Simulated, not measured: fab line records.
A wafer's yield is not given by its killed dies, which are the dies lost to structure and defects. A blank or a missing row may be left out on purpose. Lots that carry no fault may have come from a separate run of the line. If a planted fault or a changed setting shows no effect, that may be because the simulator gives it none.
Which tool was responsible? / flow sky130 / 14 lots, 42 wafers sampled, at 4 steps of a route of 708

## WHAT EACH GAUGE READ, for each wafer
Not one reading of a measure or inspect step in the record can be checked against a usual standard deviation.

## WHAT TOOL EACH LOT RAN ON (gives the tool, then ch and the chambers of the sampled wafers, and finally the start)
lot=L395; SKY_VIA2_STRIP_16=plasma-asher-01 ch 0,1, day 36 14:37; SKY_METAL3_SPUTTER_04=pvd-sputter-03, day 36 16:02; SKY_CAPM_SPUTTER_02=pvd-sputter-04, day 36 16:10; SKY_METAL3_METAL_ETCH_18=rie-metal-02 ch 0,1, day 38 20:19
lot=L396; SKY_VIA2_STRIP_16=plasma-asher-03 ch 0,1, day 36 23:01; SKY_METAL3_SPUTTER_04=pvd-sputter-03, day 37 00:21; SKY_CAPM_SPUTTER_02=pvd-sputter-01, day 37 00:29; SKY_METAL3_METAL_ETCH_18=rie-metal-01 ch 0,1, day 39 04:18
lot=L397; SKY_VIA2_STRIP_16=plasma-asher-03 ch 0,1, day 37 08:01; SKY_METAL3_SPUTTER_04=pvd-sputter-02, day 37 09:31; SKY_CAPM_SPUTTER_02=pvd-sputter-04, day 37 09:39; SKY_METAL3_METAL_ETCH_18=rie-metal-04 ch 0,1, day 39 14:07
lot=L399; SKY_VIA2_STRIP_16=plasma-asher-03 ch 0,1, day 38 07:46; SKY_METAL3_SPUTTER_04=pvd-sputter-01, day 38 09:05; SKY_CAPM_SPUTTER_02=pvd-sputter-04, day 38 09:13; SKY_METAL3_METAL_ETCH_18=rie-metal-04 ch 0,1, day 40 11:51
lot=L401; SKY_VIA2_STRIP_16=plasma-asher-03 ch 0,1, day 39 02:50; SKY_METAL3_SPUTTER_04=pvd-sputter-01, day 39 04:23; SKY_CAPM_SPUTTER_02=pvd-sputter-04, day 39 04:31; SKY_METAL3_METAL_ETCH_18=rie-metal-02 ch 0,1, day 41 06:46
lot=L402; SKY_VIA2_STRIP_16=plasma-asher-03 ch 0,1, day 39 10:50; SKY_METAL3_SPUTTER_04=pvd-sputter-03, day 39 12:15; SKY_CAPM_SPUTTER_02=pvd-sputter-04, day 39 12:23; SKY_METAL3_METAL_ETCH_18=rie-metal-02 ch 0,1, day 41 14:01
lot=L403; SKY_VIA2_STRIP_16=plasma-asher-01 ch 0,1, day 39 17:58; SKY_METAL3_SPUTTER_04=pvd-sputter-03, day 39 19:25; SKY_CAPM_SPUTTER_02=pvd-sputter-04, day 39 19:33; SKY_METAL3_METAL_ETCH_18=rie-metal-01 ch 0,1, day 41 21:25
lot=L406; SKY_VIA2_STRIP_16=plasma-asher-02 ch 0,1, day 40 11:03; SKY_METAL3_SPUTTER_04=pvd-sputter-03, day 40 12:25; SKY_CAPM_SPUTTER_02=pvd-sputter-04, day 40 12:32; SKY_METAL3_METAL_ETCH_18=rie-metal-04 ch 0,1, day 42 13:28
lot=L407; SKY_VIA2_STRIP_16=plasma-asher-03 ch 1, day 40 19:19; SKY_METAL3_SPUTTER_04=pvd-sputter-02, day 40 20:41; SKY_CAPM_SPUTTER_02=pvd-sputter-04, day 40 20:49; SKY_METAL3_METAL_ETCH_18=rie-metal-01 ch 0,1, day 42 21:29
lot=L409; SKY_VIA2_STRIP_16=plasma-asher-01 ch 0,1, day 41 07:04; SKY_METAL3_SPUTTER_04=pvd-sputter-03, day 41 08:32; SKY_CAPM_SPUTTER_02=pvd-sputter-01, day 41 08:41; SKY_METAL3_METAL_ETCH_18=rie-metal-01 ch 0,1, day 43 08:38
lot=L412; SKY_VIA2_STRIP_16=plasma-asher-03 ch 0,1, day 42 04:37; SKY_METAL3_SPUTTER_04=pvd-sputter-03, day 42 06:01; SKY_CAPM_SPUTTER_02=pvd-sputter-01, day 42 06:08; SKY_METAL3_METAL_ETCH_18=rie-metal-02 ch 0,1, day 44 05:07
lot=L416; SKY_VIA2_STRIP_16=plasma-asher-01 ch 0,1, day 43 00:37; SKY_METAL3_SPUTTER_04=pvd-sputter-03, day 43 02:02; SKY_CAPM_SPUTTER_02=pvd-sputter-01, day 43 02:10; SKY_METAL3_METAL_ETCH_18=rie-metal-02 ch 1, day 45 00:51
lot=L417; SKY_VIA2_STRIP_16=plasma-asher-03 ch 0,1, day 43 08:14; SKY_METAL3_SPUTTER_04=pvd-sputter-03, day 43 09:45; SKY_CAPM_SPUTTER_02=pvd-sputter-04, day 43 09:53; SKY_METAL3_METAL_ETCH_18=rie-metal-01 ch 0,1, day 45 07:49
lot=L418; SKY_VIA2_STRIP_16=plasma-asher-01 ch 0,1, day 43 12:52; SKY_METAL3_SPUTTER_04=pvd-sputter-03, day 43 14:15; SKY_CAPM_SPUTTER_02=pvd-sputter-01, day 43 14:23; SKY_METAL3_METAL_ETCH_18=rie-metal-01 ch 0,1, day 45 12:08
- SKY_VIA2_STRIP_16: strips in O2/N2.
- SKY_METAL3_SPUTTER_04: material TiN, target thk 70 nm, time 58.3 s.
- SKY_CAPM_SPUTTER_02: material TiN, target thk 200 nm, time 166.7 s.
- SKY_METAL3_METAL_ETCH_18: etches the open film in Cl2/BCl3, stops on SiO2, target depth 845 nm, time 183.1 s.

## WHAT THE TOOLS THEMSELVES READ (means of the sampled wafers that have a number; where no wafer has one, the mark that the record gives instead)
SKY_VIA2_STRIP_16. Usual: chamber-pressure-mTorr 1500.0 mTorr, standard deviation 1.3; drypump-motor-current-A 5.6 A, standard deviation 0.37; n2-flow-sccm 299.9 sccm, standard deviation 0.82; oes-product-au 0.398 a.u., standard deviation 0.0039; strip-time-to-endpoint-s 4.048 s, standard deviation 0.02.
lot=L395; tool=plasma-asher-01; chamber-pressure-mTorr (mTorr)=1500.4; drypump-motor-current-A (A)=5.3; n2-flow-sccm (sccm)=298.7; oes-product-au (a.u.)=0.400; strip-time-to-endpoint-s (s)=4.033; flag=
lot=L396; tool=plasma-asher-03; chamber-pressure-mTorr (mTorr)=1500.2; drypump-motor-current-A (A)=5.7; n2-flow-sccm (sccm)=299.9; oes-product-au (a.u.)=0.402; strip-time-to-endpoint-s (s)=4.081; flag=
lot=L397; tool=plasma-asher-03; chamber-pressure-mTorr (mTorr)=1498.9; drypump-motor-current-A (A)=5.7; n2-flow-sccm (sccm)=300.0; oes-product-au (a.u.)=0.402; strip-time-to-endpoint-s (s)=4.057; flag=
lot=L399; tool=plasma-asher-03; chamber-pressure-mTorr (mTorr)=1500.7; drypump-motor-current-A (A)=5.7; n2-flow-sccm (sccm)=299.9; oes-product-au (a.u.)=0.398; strip-time-to-endpoint-s (s)=4.039; flag=
lot=L401; tool=plasma-asher-03; chamber-pressure-mTorr (mTorr)=1500.5; drypump-motor-current-A (A)=5.7; n2-flow-sccm (sccm)=299.3; oes-product-au (a.u.)=0.401; strip-time-to-endpoint-s (s)=4.060; flag=
lot=L402; tool=plasma-asher-03; chamber-pressure-mTorr (mTorr)=1500.4; drypump-motor-current-A (A)=5.7; n2-flow-sccm (sccm)=300.1; oes-product-au (a.u.)=0.400; strip-time-to-endpoint-s (s)=4.035; flag=
lot=L403; tool=plasma-asher-01; chamber-pressure-mTorr (mTorr)=1501.7; drypump-motor-current-A (A)=5.4; n2-flow-sccm (sccm)=298.8; oes-product-au (a.u.)=0.396; strip-time-to-endpoint-s (s)=4.065; flag=
lot=L406; tool=plasma-asher-02; chamber-pressure-mTorr (mTorr)=1500.1; drypump-motor-current-A (A)=5.6; n2-flow-sccm (sccm)=299.7; oes-product-au (a.u.)=0.394; strip-time-to-endpoint-s (s)=4.038; flag=
lot=L407; tool=plasma-asher-03; chamber-pressure-mTorr (mTorr)=1499.9; drypump-motor-current-A (A)=5.8; n2-flow-sccm (sccm)=301.2; oes-product-au (a.u.)=0.395; strip-time-to-endpoint-s (s)=4.050; flag=
lot=L409; tool=plasma-asher-01; chamber-pressure-mTorr (mTorr)=1498.5; drypump-motor-current-A (A)=5.7; n2-flow-sccm (sccm)=300.3; oes-product-au (a.u.)=0.398; strip-time-to-endpoint-s (s)=4.078; flag=
lot=L412; tool=plasma-asher-03; chamber-pressure-mTorr (mTorr)=1500.3; drypump-motor-current-A (A)=5.7; n2-flow-sccm (sccm)=300.4; oes-product-au (a.u.)=0.399; strip-time-to-endpoint-s (s)=4.034; flag=
lot=L416; tool=plasma-asher-01; chamber-pressure-mTorr (mTorr)=1500.0; drypump-motor-current-A (A)=5.4; n2-flow-sccm (sccm)=299.9; oes-product-au (a.u.)=0.405; strip-time-to-endpoint-s (s)=4.054; flag=
lot=L417; tool=plasma-asher-03; chamber-pressure-mTorr (mTorr)=1500.8; drypump-motor-current-A (A)=5.6; n2-flow-sccm (sccm)=299.9; oes-product-au (a.u.)=0.400; strip-time-to-endpoint-s (s)=4.051; flag=
lot=L418; tool=plasma-asher-01; chamber-pressure-mTorr (mTorr)=1500.8; drypump-motor-current-A (A)=5.7; n2-flow-sccm (sccm)=299.3; oes-product-au (a.u.)=0.399; strip-time-to-endpoint-s (s)=4.053; flag=

SKY_METAL3_SPUTTER_04. Usual: cathode-dc-power-W 6499.9 W, standard deviation 1.1; chamber-pressure-pa 0.4000 Pa, standard deviation 0.00075; throttle-valve-pct 30.6 %, standard deviation 1.3.
lot=L395; tool=pvd-sputter-03; cathode-dc-power-W (W)=6499.0; chamber-pressure-pa (Pa)=0.4003; throttle-valve-pct (%)=30.4; flag=
lot=L396; tool=pvd-sputter-03; cathode-dc-power-W (W)=6499.3; chamber-pressure-pa (Pa)=0.4005; throttle-valve-pct (%)=30.7; flag=
lot=L397; tool=pvd-sputter-02; cathode-dc-power-W (W)=6501.3; chamber-pressure-pa (Pa)=0.4000; throttle-valve-pct (%)=31.0; flag=
lot=L399; tool=pvd-sputter-01; cathode-dc-power-W (W)=6499.9; chamber-pressure-pa (Pa)=0.4001; throttle-valve-pct (%)=31.0; flag=
lot=L401; tool=pvd-sputter-01; cathode-dc-power-W (W)=6500.1; chamber-pressure-pa (Pa)=0.3999; throttle-valve-pct (%)=30.6; flag=
lot=L402; tool=pvd-sputter-03; cathode-dc-power-W (W)=6499.1; chamber-pressure-pa (Pa)=0.4000; throttle-valve-pct (%)=29.1; flag=
lot=L403; tool=pvd-sputter-03; cathode-dc-power-W (W)=6499.7; chamber-pressure-pa (Pa)=0.4001; throttle-valve-pct (%)=29.8; flag=
lot=L406; tool=pvd-sputter-03; cathode-dc-power-W (W)=-; chamber-pressure-pa (Pa)=-; throttle-valve-pct (%)=-; flag=OFF
lot=L407; tool=pvd-sputter-02; cathode-dc-power-W (W)=-; chamber-pressure-pa (Pa)=-; throttle-valve-pct (%)=-; flag=OFF
lot=L409; tool=pvd-sputter-03; cathode-dc-power-W (W)=6500.0; chamber-pressure-pa (Pa)=0.4002; throttle-valve-pct (%)=29.7; flag=
lot=L412; tool=pvd-sputter-03; cathode-dc-power-W (W)=6500.3; chamber-pressure-pa (Pa)=0.3999; throttle-valve-pct (%)=30.3; flag=
lot=L416; tool=pvd-sputter-03; cathode-dc-power-W (W)=6499.6; chamber-pressure-pa (Pa)=0.3987; throttle-valve-pct (%)=29.3; flag=
lot=L417; tool=pvd-sputter-03; cathode-dc-power-W (W)=6500.2; chamber-pressure-pa (Pa)=0.4004; throttle-valve-pct (%)=29.9; flag=
lot=L418; tool=pvd-sputter-03; cathode-dc-power-W (W)=6499.2; chamber-pressure-pa (Pa)=0.3995; throttle-valve-pct (%)=30.6; flag=

SKY_CAPM_SPUTTER_02. Usual: cathode-dc-power-W 6499.9 W, standard deviation 1.2; chamber-pressure-pa 0.4000 Pa, standard deviation 0.00077; susceptor-temp-C 299.99 C, standard deviation 0.19; throttle-valve-pct 30.1 %, standard deviation 0.66.
lot=L395; tool=pvd-sputter-04; cathode-dc-power-W (W)=6501.1; chamber-pressure-pa (Pa)=0.3997; susceptor-temp-C (C)=300.03; throttle-valve-pct (%)=29.7; flag=
lot=L396; tool=pvd-sputter-01; cathode-dc-power-W (W)=6499.9; chamber-pressure-pa (Pa)=0.4011; susceptor-temp-C (C)=299.97; throttle-valve-pct (%)=30.9; flag=
lot=L397; tool=pvd-sputter-04; cathode-dc-power-W (W)=6499.4; chamber-pressure-pa (Pa)=0.3999; susceptor-temp-C (C)=300.10; throttle-valve-pct (%)=30.0; flag=
lot=L399; tool=pvd-sputter-04; cathode-dc-power-W (W)=6499.6; chamber-pressure-pa (Pa)=0.3999; susceptor-temp-C (C)=299.99; throttle-valve-pct (%)=30.3; flag=
lot=L401; tool=pvd-sputter-04; cathode-dc-power-W (W)=6500.5; chamber-pressure-pa (Pa)=0.3997; susceptor-temp-C (C)=299.93; throttle-valve-pct (%)=30.2; flag=
lot=L402; tool=pvd-sputter-04; cathode-dc-power-W (W)=6499.5; chamber-pressure-pa (Pa)=0.3998; susceptor-temp-C (C)=300.11; throttle-valve-pct (%)=30.4; flag=
lot=L403; tool=pvd-sputter-04; cathode-dc-power-W (W)=6499.6; chamber-pressure-pa (Pa)=0.4002; susceptor-temp-C (C)=300.02; throttle-valve-pct (%)=29.6; flag=
lot=L406; tool=pvd-sputter-04; cathode-dc-power-W (W)=6499.3; chamber-pressure-pa (Pa)=0.3996; susceptor-temp-C (C)=300.01; throttle-valve-pct (%)=29.9; flag=
lot=L407; tool=pvd-sputter-04; cathode-dc-power-W (W)=6500.0; chamber-pressure-pa (Pa)=0.3994; susceptor-temp-C (C)=300.19; throttle-valve-pct (%)=29.8; flag=
lot=L409; tool=pvd-sputter-01; cathode-dc-power-W (W)=6499.7; chamber-pressure-pa (Pa)=0.4000; susceptor-temp-C (C)=300.06; throttle-valve-pct (%)=30.4; flag=
lot=L412; tool=pvd-sputter-01; cathode-dc-power-W (W)=6501.3; chamber-pressure-pa (Pa)=0.3992; susceptor-temp-C (C)=299.83; throttle-valve-pct (%)=30.8; flag=
lot=L416; tool=pvd-sputter-01; cathode-dc-power-W (W)=6500.4; chamber-pressure-pa (Pa)=0.3992; susceptor-temp-C (C)=299.80; throttle-valve-pct (%)=30.5; flag=
lot=L417; tool=pvd-sputter-04; cathode-dc-power-W (W)=6499.8; chamber-pressure-pa (Pa)=0.4004; susceptor-temp-C (C)=300.04; throttle-valve-pct (%)=29.6; flag=
lot=L418; tool=pvd-sputter-01; cathode-dc-power-W (W)=6501.5; chamber-pressure-pa (Pa)=0.4000; susceptor-temp-C (C)=299.88; throttle-valve-pct (%)=30.5; flag=

SKY_METAL3_METAL_ETCH_18. Usual: chamber-pressure-mTorr 10.000 mTorr, standard deviation 0.009; drypump-motor-current-A 5.9 A, standard deviation 0.68; oes-product-au 0.863 a.u., standard deviation 0.0064; throttle-valve-pct 22.263 %, standard deviation 0.01.
lot=L395; tool=rie-metal-02; chamber-pressure-mTorr (mTorr)=10.006; drypump-motor-current-A (A)=5.3; oes-product-au (a.u.)=0.861; throttle-valve-pct (%)=22.267; flag=
lot=L396; tool=rie-metal-01; chamber-pressure-mTorr (mTorr)=9.995; drypump-motor-current-A (A)=6.0; oes-product-au (a.u.)=0.867; throttle-valve-pct (%)=22.252; flag=
lot=L397; tool=rie-metal-04; chamber-pressure-mTorr (mTorr)=10.004; drypump-motor-current-A (A)=5.7; oes-product-au (a.u.)=0.865; throttle-valve-pct (%)=22.259; flag=
lot=L399; tool=rie-metal-04; chamber-pressure-mTorr (mTorr)=10.004; drypump-motor-current-A (A)=5.7; oes-product-au (a.u.)=0.857; throttle-valve-pct (%)=22.259; flag=
lot=L401; tool=rie-metal-02; chamber-pressure-mTorr (mTorr)=10.003; drypump-motor-current-A (A)=5.9; oes-product-au (a.u.)=0.863; throttle-valve-pct (%)=22.255; flag=
lot=L402; tool=rie-metal-02; chamber-pressure-mTorr (mTorr)=9.998; drypump-motor-current-A (A)=5.3; oes-product-au (a.u.)=0.859; throttle-valve-pct (%)=22.263; flag=
lot=L403; tool=rie-metal-01; chamber-pressure-mTorr (mTorr)=10.005; drypump-motor-current-A (A)=6.0; oes-product-au (a.u.)=0.874; throttle-valve-pct (%)=22.264; flag=
lot=L406; tool=rie-metal-04; chamber-pressure-mTorr (mTorr)=9.999; drypump-motor-current-A (A)=5.4; oes-product-au (a.u.)=0.826; throttle-valve-pct (%)=22.265; flag=OFF
lot=L407; tool=rie-metal-01; chamber-pressure-mTorr (mTorr)=10.009; drypump-motor-current-A (A)=6.2; oes-product-au (a.u.)=0.823; throttle-valve-pct (%)=22.261; flag=OFF
lot=L409; tool=rie-metal-01; chamber-pressure-mTorr (mTorr)=9.997; drypump-motor-current-A (A)=6.2; oes-product-au (a.u.)=0.862; throttle-valve-pct (%)=22.252; flag=
lot=L412; tool=rie-metal-02; chamber-pressure-mTorr (mTorr)=10.004; drypump-motor-current-A (A)=5.9; oes-product-au (a.u.)=0.862; throttle-valve-pct (%)=22.267; flag=
lot=L416; tool=rie-metal-02; chamber-pressure-mTorr (mTorr)=10.000; drypump-motor-current-A (A)=6.5; oes-product-au (a.u.)=0.849; throttle-valve-pct (%)=22.266; flag=
lot=L417; tool=rie-metal-01; chamber-pressure-mTorr (mTorr)=9.999; drypump-motor-current-A (A)=6.0; oes-product-au (a.u.)=0.863; throttle-valve-pct (%)=22.263; flag=
lot=L418; tool=rie-metal-01; chamber-pressure-mTorr (mTorr)=10.002; drypump-motor-current-A (A)=6.0; oes-product-au (a.u.)=0.859; throttle-valve-pct (%)=22.268; flag=

## THE ANSWER, worked out from the rows above alone
Rule: a lot is off if the mean of its wafers that have a number lies more than 3 standard deviations from the usual mean. A lot without any number at a reading at which 4 lots or more have one is off too. The other lots that the step has rows for count as sound. Order of review: gauges by route order, followed by the tools' own readings, for which a lot's mean as printed above is used. At the first step where some lot is off, the reading lying furthest off is the one used; lots without a number count as furthest.
Off: L406, L407, at SKY_METAL3_SPUTTER_04 (cathode-dc-power-W). Without a number there: L406, L407.
A tool fits if, at that step or a process step before it, it ran every lot that is off, and no sound lot after the first of them. None of those tried fits.

## WHAT THE SIMULATOR HAD INSERTED
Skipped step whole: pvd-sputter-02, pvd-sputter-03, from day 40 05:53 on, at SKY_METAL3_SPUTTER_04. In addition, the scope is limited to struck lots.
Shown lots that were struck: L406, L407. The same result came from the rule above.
